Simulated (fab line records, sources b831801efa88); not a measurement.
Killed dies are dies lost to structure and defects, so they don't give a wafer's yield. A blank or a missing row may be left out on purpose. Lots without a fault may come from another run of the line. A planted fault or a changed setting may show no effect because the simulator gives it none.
Problem report in the 8D (eight disciplines) form, filled by code | flow sky130 | the parts of the form that need people (team, actions taken, sign-off) are left out

1. THE PROBLEM
spike_tc_upper_C at SKY_PAD_OPEN_ANNEAL_12 reads a mean of 354.4 C on 6 wafers of 2 lots; wafers without a fault read 399.8 C with a standard deviation of 1. That is -45 standard deviations from the usual mean.
First seen on wafer L579.3, day 49 21:34, on furnace-02. The record holds 18 wafers of 6 lots with a number at this step. Rule for "out", or "out of limits": more than 4 standard deviations from the usual mean. The other wafers with a number count as sound.

2. WHAT IT IS AND WHAT IT IS NOT
question                    | is                                                                                                           | is not
which readings at this step | spike_tc_upper_C, spike_tc_bottom_C, spike_tc_centre_C, spike_tc_lower_C, spike_tc_top_C, zone_power_top_pct | -
which lots                  | L579, L581                                                                                                   | L568, L572, L584, L587
which wafers of those lots  | all that have a number                                                                                       | -
read on which tools         | furnace-02                                                                                                   | furnace-01
when                        | from day 49 21:34                                                                                            | up to then (6 sound wafers); but 6 sound wafers of L584, L587 came after

3. SUSPECTS, AND WHAT RULES EACH OUT
Counting: a tool at a process step up to the reading stays a suspect if it ran every lot that is out and no sound lot after the first of them.
- rie_diel-03 at SKY_PAD_OPEN_ETCH_07 (etches the open film in CF4/O2, stops on AlCu, target depth 725 nm, time 161.1 s): kept. It ran every lot that is out, first L579 (day 49 20:52), and no sound lot after that; its last sound lot up to then is L568 (day 47 02:01).
- furnace-02 at SKY_PAD_OPEN_ANNEAL_12: kept. It ran every lot that is out, first L579 (day 49 21:34), and no sound lot after that; its last sound lot up to then is L572 (day 47 09:26). Its own readings are out on those wafers: spike_tc_bottom_C, spike_tc_centre_C, spike_tc_lower_C, spike_tc_top_C, spike_tc_upper_C, zone_power_top_pct.
Left after counting: rie_diel-03 at SKY_PAD_OPEN_ETCH_07, furnace-02 at SKY_PAD_OPEN_ANNEAL_12.

4. THE CAUSE (what the simulator had put in)
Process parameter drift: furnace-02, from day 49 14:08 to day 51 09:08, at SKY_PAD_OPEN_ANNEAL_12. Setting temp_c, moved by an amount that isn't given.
Counting left 2 suspects, and this tool is among them.

5. THE CHAIN OF EFFECTS, in route order
Each row: a reading whose mean over the struck wafers that have a number lies more than 3 standard deviations from the usual. Only readings for which the record gives a usual standard deviation are gone through. hours: the time from each lot's start at the first step in this table that gives one to its start at this step, as a median over the lots. sigmas: the change in usual standard deviations.
hours | step                   | reading            | usual   | on struck wafers | change | sigmas
0     | SKY_PAD_OPEN_ANNEAL_12 | spike_tc_bottom_C  | 422 C   | 373              | -49    | -13
0     | SKY_PAD_OPEN_ANNEAL_12 | spike_tc_centre_C  | 401.4 C | 358.2            | -43.1  | -23
0     | SKY_PAD_OPEN_ANNEAL_12 | spike_tc_lower_C   | 400.5 C | 354.8            | -45.8  | -46
0     | SKY_PAD_OPEN_ANNEAL_12 | spike_tc_top_C     | 430 C   | 385              | -45    | -12
0     | SKY_PAD_OPEN_ANNEAL_12 | spike_tc_upper_C   | 399.8 C | 354.4            | -45.4  | -45
0     | SKY_PAD_OPEN_ANNEAL_12 | zone_power_top_pct | 10.86 % | 9.15             | -1.71  | -7.8
The process steps in it:
- SKY_PAD_OPEN_ANNEAL_12
Later measuring or inspecting steps at which every struck wafer that the step has a row for has a number for every such reading, and none has moved that far: SKY_PAD_OPEN_BOW_MEAS_13.

6. WHAT WOULD HAVE CAUGHT IT SOONER
In this record the first reading out of limits was taken at day 49 21:34, 7 hours after the fault began at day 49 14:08.
